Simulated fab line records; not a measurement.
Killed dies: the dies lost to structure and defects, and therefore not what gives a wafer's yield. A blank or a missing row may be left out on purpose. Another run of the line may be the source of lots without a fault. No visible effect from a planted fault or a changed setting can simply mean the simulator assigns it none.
Comparing a struck lot with a sound one | flow sky130 | 43 steps out of a route of 708
Sound: these wafers, L662.2, L662.3, L662.6. Struck: wafers L670.2, L670.3, L670.5. The cause is given at the end.
For every step that has rows: the tool of each side, followed by ch and its chambers, followed by its first start. Under that, the readings that differ: sound wafers | struck wafers | difference of the means | sigmas: that difference in standard deviations of wafers without a fault.
alike: same words and numbers on both sides, and readings whose means sit less than 2 such deviations apart. not compared: any withheld reading, any reading some wafer has no value for, any bound like >300 that may hide the same value, and any number with overlapping values for which the record gives no deviation.
Wherever a step has rows on one side only, a row that says differs or no value, or a row with sigmas, the two part there. Numbers that have no deviation but don't overlap get no sigmas and don't part them. A reading that every wafer of one side lacks parts them only if that side has two wafers or more.

first, 3 steps without rows for these wafers: SKY_FIELD_ISO_CLEAN_20 (cleans in dHF, time 20 s); SKY_FIELD_ISO_WET_ETCH_21 (etches SiO2 in dHF, target depth 20 nm, time 400 s); SKY_FIELD_ISO_OXIDATION_22 (stabilise 600 s, purge 300 s, target thk 10 nm).
SKY_FIELD_ISO_THK_MEAS_23:
  sound on film_metro-03 at day 2 12:34; struck on film_metro-03 at day 4 17:10
  alike: FIELD_ISO_OXIDATION_01_THK
then, 1 step without rows for these wafers: SKY_FIELD_ISO_CVD_24 (deposits SiO2, target thk 595 nm, time 99.2 s).
SKY_FIELD_ISO_THK_MEAS_25:
  sound on film_metro-01 at day 2 12:44; struck on film_metro-04 at day 4 17:18
  reading                   | sound       | struck      | difference | sigmas
  FIELD_ISO_CVD_24_THK (nm) | 594 587 584 | 599 598 602 | +11        | +2
then, 1 step without rows for these wafers: SKY_FIELD_ISO_ANNEAL_26 (time 1800 s).
SKY_FIELD_ISO_CMP_27: polishes, stops on Si3N4, t overpolish 16 s, target thk 457.8 nm.
  sound on cmp-01 ch 1,2, day 2 17:20; struck on cmp-01 ch 0,1,2, day 4 19:04
  alike: edge_zone_pressure_frac, motor_current_A, overpolish_run_s, time_to_endpoint_s
then, 4 steps without rows for these wafers: SKY_FIELD_ISO_WET_ETCH_28 (etches SiO2 in dHF, target depth 23.7 nm, time 47 s); SKY_FIELD_ISO_WET_ETCH_29 (etches Si3N4 in H3PO4, target depth 160 nm, time 1825 s); SKY_FIELD_ISO_WET_ETCH_30 (etches SiO2 in dHF, target depth 25 nm, time 50 s); SKY_NWELL_CLEAN_00 (cleans in SC1/SC2, time 150 s).
SKY_NWELL_OXIDATION_01: stabilise 600 s, purge 300 s, target thk 10 nm.
  sound on furnace-02 ch 0, day 2 22:03; struck on furnace-02 ch 0, day 4 20:23
  alike: ox_temp_c, spike_tc_top_C
SKY_NWELL_THK_MEAS_02:
  sound on film_metro-02 at day 2 23:28; struck on film_metro-01 at day 4 21:47
  alike: NWELL_OXIDATION_THK
then, 8 steps without rows for these wafers: SKY_DNWELL_DEHYDRATE_00 (time 60 s); SKY_DNWELL_HMDS_01 (prime time 60 s); SKY_DNWELL_COAT_02 (resist thk 3000 nm); SKY_DNWELL_SOFTBAKE_03; SKY_DNWELL_EXPOSE_04 (exposes mask DNM, target cd 3000 nm); SKY_DNWELL_PEB_05; SKY_DNWELL_DEVELOP_06 (develop time 60 s); SKY_DNWELL_IMPLANT_07.
SKY_DNWELL_STRIP_08: strips in O2/N2.
  sound on plasma_asher-02 ch 1, day 3 15:13; struck on plasma_asher-04 ch 0,1, day 5 17:00
  reading                      | sound             | struck            | difference | sigmas
  strip_time_to_endpoint_s (s) | 36.83 36.86 36.87 | 37.08 37.03 37.04 | +0.20      | +2
  alike: drypump_motor_current_A, oes_product_au
  not compared: rf_hours_counter_h
SKY_DNWELL_TW_MEAS_09:
  sound on film_metro-03 at day 3 15:19; struck on film_metro-01 at day 5 17:07
  alike: DNWELL_TW
then, 7 steps without rows for these wafers: SKY_PWDE_DEHYDRATE_00 (time 60 s); SKY_PWDE_HMDS_01 (prime time 60 s); SKY_PWDE_COAT_02 (resist thk 3000 nm); SKY_PWDE_SOFTBAKE_03; SKY_PWDE_EXPOSE_04 (exposes mask PWDEM, target cd 840 nm); SKY_PWDE_PEB_05; SKY_PWDE_DEVELOP_06 (develop time 60 s).
SKY_PWDE_OVL_MEAS_07:
  sound on overlay-01 at day 4 07:59; struck on overlay-01 at day 6 12:11
  alike: PWDE_OVL
after that, 1 step had no rows for these wafers: SKY_PWDE_IMPLANT_08.
SKY_PWDE_STRIP_09: strips in O2/N2.
  sound on plasma_asher-02 ch 0,1, day 4 08:10; struck on plasma_asher-01 ch 0,1, day 6 12:22
  alike: drypump_motor_current_A, oes_product_au, strip_time_to_endpoint_s
  not compared: rf_hours_counter_h
SKY_PWDE_TW_MEAS_10:
  sound on film_metro-01 at day 4 08:16; struck on film_metro-01 at day 6 12:28
  alike: PWDE_TW
then, 7 steps without rows for these wafers: SKY_NWELL_DEHYDRATE_03 (time 60 s); SKY_NWELL_HMDS_04 (prime time 60 s); SKY_NWELL_COAT_05 (resist thk 3000 nm); SKY_NWELL_SOFTBAKE_06; SKY_NWELL_EXPOSE_07 (exposes mask NWM, target cd 840 nm); SKY_NWELL_PEB_08; SKY_NWELL_DEVELOP_09 (develop time 60 s).
-- the record jumps here: 42 days lie between the struck wafers' starts before and after (it left off in module NWELL and takes up again in module PAD_OPEN, whose first step shown is number 708 of the route) --
SKY_PAD_OPEN_PROBE_99:
  sound on prober-01 at day 47 02:05; struck on prober-02 at day 48 20:51
  reading                                           | sound                | struck               | difference | sigmas
  model.etest.cap_ono.gate_bv_v (V)                 | 16.4 16.59 16.7      | 15.31 15.41 15.58    | -1.13      |
  model.etest.diode_nwell_sub.leak_log10_a_cm2      | -7.379 -7.319 -7.357 | -6.613 -6.556 -6.413 | +0.824     |
  model.etest.diode_dnwell_sub.leak_log10_a_cm2     | -7.512 -7.317 -7.388 | -6.64 -6.695 -6.808  | +0.69      |
  model.etest.diode_pwell_dnwell.leak_log10_a_cm2   | -7.759 -7.79 -7.704  | -7.023 -7.199 -6.676 | +0.785     |
  model.etest.cap_thick_oxide.gate_bv_v (V)         | 15 15.35 15.79       | 14.49 14.58 14.74    | -0.78      |
  model.etest.diode_ndiff_pwell.leak_log10_a_cm2    | -7.381 -7.215 -7.207 | -6.974 -7.02 -7.133  | +0.225     |
  model.etest.diode_pdiff_nwell_hv.leak_log10_a_cm2 | -6.732 -6.581 -6.564 | -6.477 -6.376 -6.086 | +0.313     |
  alike: killed_at_M0_to_M3, killed_at_M4_up, killed_at_contacts, killed_at_front_end, killed_at_other, killed_dies, killed_open, killed_short
  not compared: model.etest.diode_ndiff_pwell_hv.leak_log10_a_cm2

## WHERE THEY PART
At SKY_FIELD_ISO_THK_MEAS_25 first; at SKY_DNWELL_STRIP_08 last (within this record only). Later steps at which nothing parts them and some readings are alike: SKY_DNWELL_TW_MEAS_09, SKY_PWDE_OVL_MEAS_07, SKY_PWDE_STRIP_09, SKY_PWDE_TW_MEAS_10, SKY_PAD_OPEN_PROBE_99.

WHY: what the simulator had put in
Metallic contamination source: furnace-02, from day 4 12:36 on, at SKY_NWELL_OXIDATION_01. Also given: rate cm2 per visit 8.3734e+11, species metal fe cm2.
